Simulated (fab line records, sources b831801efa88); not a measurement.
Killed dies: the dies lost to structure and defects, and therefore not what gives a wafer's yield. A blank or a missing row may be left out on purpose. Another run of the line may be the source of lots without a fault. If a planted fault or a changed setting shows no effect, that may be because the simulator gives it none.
Which tool is to blame? || flow gf180mcu || Sampling: 15 lots, 45 wafers, 2 of 602 route steps

== WHAT THE GAUGES SHOWED, per wafer ==
GF_V2_CD_MEAS_14: the cd target is 260 nm.
{"lot": "L287", "measured": "day 20 13:53", "on": "cd_sem-01", "cd_nm (nm)": "257.4 257.6 257.2"}
{"lot": "L289", "measured": "day 21 12:23", "on": "cd_sem-01", "cd_nm (nm)": "259.2 258.9 258.4"}
{"lot": "L290", "measured": "day 21 19:36", "on": "cd_sem-02", "cd_nm (nm)": "258.6 259.8 260.3"}
{"lot": "L291", "measured": "day 22 06:52", "on": "cd_sem-01", "cd_nm (nm)": "260.9 261.9 261.9"}
{"lot": "L292", "measured": "day 22 15:43", "on": "cd_sem-02", "cd_nm (nm)": "257.3 258.8 258.4"}
{"lot": "L293", "measured": "day 22 20:44", "on": "cd_sem-02", "cd_nm (nm)": "259.8 259.4 259.8"}
{"lot": "L296", "measured": "day 24 01:35", "on": "cd_sem-02", "cd_nm (nm)": "256.8 256.4 256.6"}
{"lot": "L298", "measured": "day 25 00:26", "on": "cd_sem-02", "cd_nm (nm)": "261.4 260.3 260.7"}
{"lot": "L305", "measured": "day 27 03:47", "on": "cd_sem-02", "cd_nm (nm)": "261.6 260.5 261.6"}
{"lot": "L306", "measured": "day 27 05:29", "on": "cd_sem-01", "cd_nm (nm)": "260.5 260.4 261.5"}
{"lot": "L307", "measured": "day 27 21:55", "on": "cd_sem-02", "cd_nm (nm)": "257.6 258.3 258.0"}
{"lot": "L308", "measured": "day 27 19:08", "on": "cd_sem-02", "cd_nm (nm)": "260.1 261.7 259.3"}

== EACH LOT AND THE TOOL THAT RAN IT (in order: tool; ch and the chambers of the sampled wafers; start) ==
{"lot": "L287", "GF_DUAL_GATE_OXIDATION_15": "furnace-02 ch 0, day 8 16:24"}
{"lot": "L289", "GF_DUAL_GATE_OXIDATION_15": "furnace-01 ch 0, day 9 05:00"}
{"lot": "L290", "GF_DUAL_GATE_OXIDATION_15": "furnace-01 ch 0, day 9 13:47"}
{"lot": "L291", "GF_DUAL_GATE_OXIDATION_15": "furnace-01 ch 0, day 9 22:07"}
{"lot": "L292", "GF_DUAL_GATE_OXIDATION_15": "furnace-01 ch 0, day 10 05:14"}
{"lot": "L293", "GF_DUAL_GATE_OXIDATION_15": "furnace-01 ch 0, day 10 09:59"}
{"lot": "L296", "GF_DUAL_GATE_OXIDATION_15": "furnace-01 ch 0, day 11 08:59"}
{"lot": "L298", "GF_DUAL_GATE_OXIDATION_15": "furnace-01 ch 0, day 12 02:05"}
{"lot": "L301", "GF_DUAL_GATE_OXIDATION_15": "furnace-01, day 12 18:50"}
{"lot": "L302", "GF_DUAL_GATE_OXIDATION_15": "furnace-02, day 12 21:04"}
{"lot": "L303", "GF_DUAL_GATE_OXIDATION_15": "furnace-01, day 13 08:25"}
{"lot": "L305", "GF_DUAL_GATE_OXIDATION_15": "furnace-01 ch 0, day 14 02:14"}
{"lot": "L306", "GF_DUAL_GATE_OXIDATION_15": "furnace-01 ch 0, day 14 07:49"}
{"lot": "L307", "GF_DUAL_GATE_OXIDATION_15": "furnace-01 ch 0, day 14 12:16"}
{"lot": "L308", "GF_DUAL_GATE_OXIDATION_15": "furnace-01 ch 0, day 14 22:40"}
- GF_DUAL_GATE_OXIDATION_15: stabilise 600 s, purge 300 s, target thk 7.098 nm.

== AS READ BY THE TOOLS THEMSELVES (means over the sampled wafers that have a number; for cases with no such wafer, the mark the record gives instead) ==
GF_DUAL_GATE_OXIDATION_15.
{"lot": "L287", "tool": "furnace-02", "ox_temp_c (C)": 850.0, "ox_temp_c_max": 857.1, "tube_center_temp_C (C)": 850, "zone_power_centre_pct (%)": 16.89, "zone_power_upper_pct (%)": 15.4}
{"lot": "L289", "tool": "furnace-01", "ox_temp_c (C)": 849.8, "ox_temp_c_max": 856.2, "tube_center_temp_C (C)": 850, "zone_power_centre_pct (%)": 17.23, "zone_power_upper_pct (%)": 13.8}
{"lot": "L290", "tool": "furnace-01", "ox_temp_c (C)": 850.2, "ox_temp_c_max": 856.4, "tube_center_temp_C (C)": 850, "zone_power_centre_pct (%)": 17.15, "zone_power_upper_pct (%)": 14.0}
{"lot": "L291", "tool": "furnace-01", "ox_temp_c (C)": 850.2, "ox_temp_c_max": 856.1, "tube_center_temp_C (C)": 850, "zone_power_centre_pct (%)": 17.27, "zone_power_upper_pct (%)": 14.0}
{"lot": "L292", "tool": "furnace-01", "ox_temp_c (C)": 850.4, "ox_temp_c_max": 856.4, "tube_center_temp_C (C)": 850, "zone_power_centre_pct (%)": 17.27, "zone_power_upper_pct (%)": 14.2}
{"lot": "L293", "tool": "furnace-01", "ox_temp_c (C)": 850.1, "ox_temp_c_max": 855.1, "tube_center_temp_C (C)": 850, "zone_power_centre_pct (%)": 17.09, "zone_power_upper_pct (%)": 14.0}
{"lot": "L296", "tool": "furnace-01", "ox_temp_c (C)": 850.1, "ox_temp_c_max": 856.7, "tube_center_temp_C (C)": 850, "zone_power_centre_pct (%)": 17.07, "zone_power_upper_pct (%)": 14.0}
{"lot": "L298", "tool": "furnace-01", "ox_temp_c (C)": 850.3, "ox_temp_c_max": 856.1, "tube_center_temp_C (C)": 850, "zone_power_centre_pct (%)": 17.27, "zone_power_upper_pct (%)": 14.0}
{"lot": "L301", "tool": "furnace-01", "ox_temp_c (C)": "-", "ox_temp_c_max": "-", "tube_center_temp_C (C)": "-", "zone_power_centre_pct (%)": "-", "zone_power_upper_pct (%)": "-"}
{"lot": "L302", "tool": "furnace-02", "ox_temp_c (C)": "-", "ox_temp_c_max": "-", "tube_center_temp_C (C)": "-", "zone_power_centre_pct (%)": "-", "zone_power_upper_pct (%)": "-"}
{"lot": "L303", "tool": "furnace-01", "ox_temp_c (C)": "-", "ox_temp_c_max": "-", "tube_center_temp_C (C)": "-", "zone_power_centre_pct (%)": "-", "zone_power_upper_pct (%)": "-"}
{"lot": "L305", "tool": "furnace-01", "ox_temp_c (C)": 850.0, "ox_temp_c_max": 855.5, "tube_center_temp_C (C)": 850, "zone_power_centre_pct (%)": 17.26, "zone_power_upper_pct (%)": 14.1}
{"lot": "L306", "tool": "furnace-01", "ox_temp_c (C)": 849.8, "ox_temp_c_max": 855.2, "tube_center_temp_C (C)": 850, "zone_power_centre_pct (%)": 17.13, "zone_power_upper_pct (%)": 14.0}
{"lot": "L307", "tool": "furnace-01", "ox_temp_c (C)": 850.3, "ox_temp_c_max": 856.2, "tube_center_temp_C (C)": 850, "zone_power_centre_pct (%)": 17.33, "zone_power_upper_pct (%)": 14.1}
{"lot": "L308", "tool": "furnace-01", "ox_temp_c (C)": 850.0, "ox_temp_c_max": 856.6, "tube_center_temp_C (C)": 850, "zone_power_centre_pct (%)": 17.32, "zone_power_upper_pct (%)": 13.9}

== THE ANSWER, worked out from the rows above alone ==
Rule: the usual values come from the lots themselves. The widest of any qualifying gaps counts: lots, ordered by their means at a reading, are off when they make up no more than a third of the lots, leave a main group of 4 or more, and stand apart from it by 3 or more times the standard deviation of that group's means. Not used: any main group whose means are identical at the precision the tables above print for the reading. Also off: a lot with no number at a reading for which 4 or more lots have one. The other lots that the step has rows for count as sound. Order of review: gauges by route order, followed by the tools' own readings, for which a lot's mean as printed above is used. At the first step where some lot is off, the reading lying furthest off is the one used; lots without a number count as furthest.
Off: L301, L302, L303, at GF_DUAL_GATE_OXIDATION_15 (ox_temp_c). Without a number there: L301, L302, L303. Main group: mean 850.1 C, sd 0.18.
A tool fits if, at that step or a process step before it, it ran every lot that is off, and no sound lot after the first of them. None of those tried fits.

== WHAT WAS PUT IN BY THE SIMULATOR ==
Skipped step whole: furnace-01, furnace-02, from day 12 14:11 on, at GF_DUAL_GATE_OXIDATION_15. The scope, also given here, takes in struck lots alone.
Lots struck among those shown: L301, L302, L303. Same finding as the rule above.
